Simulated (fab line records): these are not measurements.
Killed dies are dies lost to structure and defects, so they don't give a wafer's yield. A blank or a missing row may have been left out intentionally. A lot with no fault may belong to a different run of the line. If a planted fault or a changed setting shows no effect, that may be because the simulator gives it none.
A struck lot beside a sound one ; flow gf180mcu ; 43 out of 602 route steps
Sound: these wafers, L477.3, L477.5, L477.6. Wafers L492.3, L492.5, L492.6 were the ones struck. Last of all comes the cause.
Order at every step that has rows: each side's tool, ch and its chambers, its first start. Under that, the readings that differ: sound wafers ; struck wafers ; difference of the means ; sigmas: that difference in standard deviations of wafers without a fault.
alike: same words and numbers on both sides, and readings whose means sit less than 2 such deviations apart. not compared: any withheld reading, any reading some wafer has no value for, any bound like >300 that may hide the same value, and any number with overlapping values for which the record gives no deviation.
The two part at a step that has a row with sigmas, a row that says differs or no value, or rows on one side only. Non-overlapping numbers with no deviation appear without sigmas and do not part them. A reading that every wafer of one side lacks parts them only if that side has two wafers or more.

first, 1 step without rows for these wafers: GF_MVSD_IMPLANT_09.
GF_MVSD_STRIP_10: strips in O2/N2.
  sound on plasma_asher-03 ch 0,1, day 4 18:21; struck on plasma_asher-02 ch 0,1, day 8 04:22
reading;sound;struck;difference;sigmas
drypump_motor_current_A (A);6.1 5.8 6.1;5.3 5.0 5.3;-0.8;-2
  alike: heater_power_w, n2_flow_sccm, oes_product_au, strip_time_to_endpoint_s
  not compared: rf_hours_counter_h
GF_MVSD_TW_MEAS_11:
  sound on film_metro-03, day 4 18:26; struck on film_metro-02, day 8 04:27
reading;sound;struck;difference;sigmas
MVSD_TW;1582 1585 1584;1599 1606 1604;+19;+2
then, 7 steps without rows for these wafers: GF_MVPSD_DEHYDRATE_00 (time 60 s); GF_MVPSD_HMDS_01 (prime time 60 s); GF_MVPSD_COAT_02 (resist thk 3000 nm); GF_MVPSD_SOFTBAKE_03; GF_MVPSD_EXPOSE_04 (exposes mask MVPSD, target cd 1000 nm); GF_MVPSD_PEB_05; GF_MVPSD_DEVELOP_06 (develop time 60 s).
GF_MVPSD_OVL_MEAS_07:
  sound on overlay-01, day 5 08:47; struck on overlay-01, day 8 21:25
  alike: MVPSD_OVL
following that, these wafers have no rows for 1 step: GF_MVPSD_IMPLANT_08.
GF_MVPSD_IMPLANT_09:
  sound on implanter-04 ch 0, day 5 09:01; struck on implanter-04 ch 0, day 8 21:39
reading;sound;struck;difference;sigmas
dose_ions_cm2;4.997e+12 4.987e+12 4.995e+12;3.4854e+13 3.4844e+13 3.4853e+13;+2.9857e+13;+99 or more
faraday_current_uA;28.7 28.3 28.7;193.6 191.8 200.9;+166.9;+99 or more
GF_MVPSD_STRIP_10: strips in O2/N2.
  sound on plasma_asher-04 ch 0,1, day 5 09:09; struck on plasma_asher-04 ch 0,1, day 8 21:47
reading;sound;struck;difference;sigmas
strip_time_to_endpoint_s (s);36.81 36.66 36.67;36.91 36.87 36.98;+0.21;+2
  alike: drypump_motor_current_A, heater_power_w, n2_flow_sccm, oes_product_au
  not compared: rf_hours_counter_h
GF_MVPSD_TW_MEAS_11:
  sound on film_metro-04, day 5 09:14; struck on film_metro-02, day 8 21:52
reading;sound;struck;difference;sigmas
MVPSD_TW;561 559 559;703 701 705;+143;+42
then, 7 steps without rows for these wafers: GF_VT_IMPLANT_DEHYDRATE_00 (time 60 s); GF_VT_IMPLANT_HMDS_01 (prime time 60 s); GF_VT_IMPLANT_COAT_02 (resist thk 1000 nm); GF_VT_IMPLANT_SOFTBAKE_03 (time 60 s); GF_VT_IMPLANT_EXPOSE_04 (exposes mask LVPWELL LV AREA, target cd 600 nm); GF_VT_IMPLANT_PEB_05; GF_VT_IMPLANT_DEVELOP_06 (develop time 60 s).
GF_VT_IMPLANT_OVL_MEAS_07:
  sound on overlay-02, day 6 00:01; struck on overlay-01, day 9 14:41
  alike: VT_IMPLANT_OVL
following that, these wafers have no rows for 1 step: GF_VT_IMPLANT_IMPLANT_08.
GF_VT_IMPLANT_STRIP_09: strips in O2/N2.
  sound on plasma_asher-02 ch 0,1, day 6 00:14; struck on plasma_asher-04 ch 0,1, day 9 14:54
  alike: drypump_motor_current_A, heater_power_w, n2_flow_sccm, oes_product_au, strip_time_to_endpoint_s
  not compared: rf_hours_counter_h
GF_VT_IMPLANT_TW_MEAS_10:
  sound on film_metro-04, day 6 00:19; struck on film_metro-04, day 9 14:59
  alike: VT_IMPLANT_TW
then, 7 steps without rows for these wafers: GF_VT_IMPLANT_DEHYDRATE_11 (time 60 s); GF_VT_IMPLANT_HMDS_12 (prime time 60 s); GF_VT_IMPLANT_COAT_13 (resist thk 1000 nm); GF_VT_IMPLANT_SOFTBAKE_14 (time 60 s); GF_VT_IMPLANT_EXPOSE_15 (exposes mask Nwell LV AREA, target cd 860 nm); GF_VT_IMPLANT_PEB_16; GF_VT_IMPLANT_DEVELOP_17 (develop time 60 s).
GF_VT_IMPLANT_OVL_MEAS_18:
  sound on overlay-02, day 6 14:40; struck on overlay-02, day 10 09:01
  alike: VT_IMPLANT_01_OVL
following that, these wafers have no rows for 1 step: GF_VT_IMPLANT_IMPLANT_19.
GF_VT_IMPLANT_STRIP_20: strips in O2/N2.
  sound on plasma_asher-02 ch 0,1, day 6 14:52; struck on plasma_asher-02 ch 0,1, day 10 09:13
  alike: drypump_motor_current_A, heater_power_w, n2_flow_sccm, oes_product_au, strip_time_to_endpoint_s
  not compared: rf_hours_counter_h
GF_VT_IMPLANT_TW_MEAS_21:
  sound on film_metro-04, day 6 14:57; struck on film_metro-01, day 10 09:18
  alike: VT_IMPLANT_2_TW
then, 5 steps without rows for these wafers: GF_VT_IMPLANT_DEHYDRATE_22 (time 60 s); GF_VT_IMPLANT_HMDS_23 (prime time 60 s); GF_VT_IMPLANT_COAT_24 (resist thk 1000 nm); GF_VT_IMPLANT_SOFTBAKE_25 (time 60 s); GF_VT_IMPLANT_EXPOSE_26 (exposes mask LVPWELL HV AREA, target cd 860 nm).
GF_VT_IMPLANT_RS_MEAS_49: measures by four-point-probe.
  sound on film_metro-04, day 7 22:57; struck on film_metro-02, day 11 23:07
reading;sound;struck;difference;sigmas
MVPSD_RS (ohm/sq);1165 1169 1168;696 696 696;-471;-99 or more

## WHERE THEY PART
Earliest at GF_MVSD_STRIP_10; latest, in this record, at GF_VT_IMPLANT_RS_MEAS_49.

WHY: the cause the simulator had injected
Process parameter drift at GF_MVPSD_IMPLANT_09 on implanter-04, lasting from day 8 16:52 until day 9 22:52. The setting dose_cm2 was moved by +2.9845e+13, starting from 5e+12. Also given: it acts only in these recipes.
